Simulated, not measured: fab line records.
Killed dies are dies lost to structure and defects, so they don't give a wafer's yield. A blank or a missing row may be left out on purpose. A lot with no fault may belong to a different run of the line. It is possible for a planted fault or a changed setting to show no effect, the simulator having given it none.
Chamber matching + flow gf180mcu + GF_PASSIVATION_CVD_02 on pecvd-04 has 3 sister chambers
The step deposits Si3N4, target thk 700 nm, time 486.18 s. 16 wafers are shown with their chamber, then 8 later ones without.

EACH WAFER AND ITS CHAMBER
| wafer  | chamber | heater_power_w (W) | susceptor_temp_C (C) |
|--------|---------|--------------------|----------------------|
| L074.1 | 0       | 776                | 400.01               |
| L074.4 | 0       | 777                | 399.90               |
| L074.6 | 2       | 699                | 400.02               |
| L077.1 | 2       | 688                | 399.89               |
| L077.2 | 1       | 538                | 400.17               |
| L077.6 | 0       | 787                | 400.07               |
| L079.1 | 1       | 559                | 400.18               |
| L079.5 | 0       | 885                | 399.99               |
| L079.6 | 2       | 644                | 400.30               |
| L080.3 | 0       | 799                | 400.16               |
| L080.4 | 2       | 730                | 400.31               |
| L080.6 | 1       | 527                | 399.85               |
| L083.1 | 2       | 710                | 400.15               |
| L083.3 | 1       | 539                | 399.58               |
| L083.5 | 0       | 773                | 399.83               |
| L086.1 | 1       | 599                | 399.81               |

SIGNATURES, as means of the wafers listed above
| reading          | chamber 0 | chamber 1 | chamber 2 | scatter within a chamber |
|------------------|-----------|-----------|-----------|--------------------------|
| heater_power_w   | 799.50    | 552.40    | 694.20    | 35.7                     |
| susceptor_temp_C | 399.9933  | 399.9180  | 400.1340  | 0.189                    |
Rule: a wafer's distance from a chamber is the root of the sum, over the readings, of the square of ((its reading less the chamber's mean) divided by the reading's scatter). The wafer belongs to the nearest chamber; if the next one is less than 2 further off, it can't be placed. The scatter: the root of (the sum of the squares of (reading less its chamber's mean) over the shown wafers, divided by (wafers less chambers)).

WAFERS MISSING THEIR CHAMBER
| wafer  | heater_power_w (W) | susceptor_temp_C (C) |
|--------|--------------------|----------------------|
| L086.2 | 726                | 399.93               |
| L086.5 | 633                | 400.23               |
| L091.2 | 780                | 399.86               |
| L091.3 | 537                | 400.09               |
| L091.5 | 787                | 399.49               |
| L092.2 | 641                | 399.79               |
| L092.4 | 522                | 400.03               |
| L092.6 | 689                | 400.06               |

WHICH CHAMBER EACH ONE RAN IN
| wafer  | from the rows above     | in truth |
|--------|-------------------------|----------|
| L086.2 | can't be placed: 2 or 0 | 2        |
| L086.5 | can't be placed: 2 or 1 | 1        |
| L091.2 | can't be placed: 0 or 2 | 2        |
| L091.3 | 1                       | 1        |
| L091.5 | can't be placed: 0 or 2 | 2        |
| L092.2 | can't be placed: 2 or 1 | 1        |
| L092.4 | 1                       | 1        |
| L092.6 | 2                       | 2        |
Placed correctly: 3 of 8. Unplaceable from these rows: 5, with the true chamber sitting among the candidates in 5. Wrongly placed: 0.
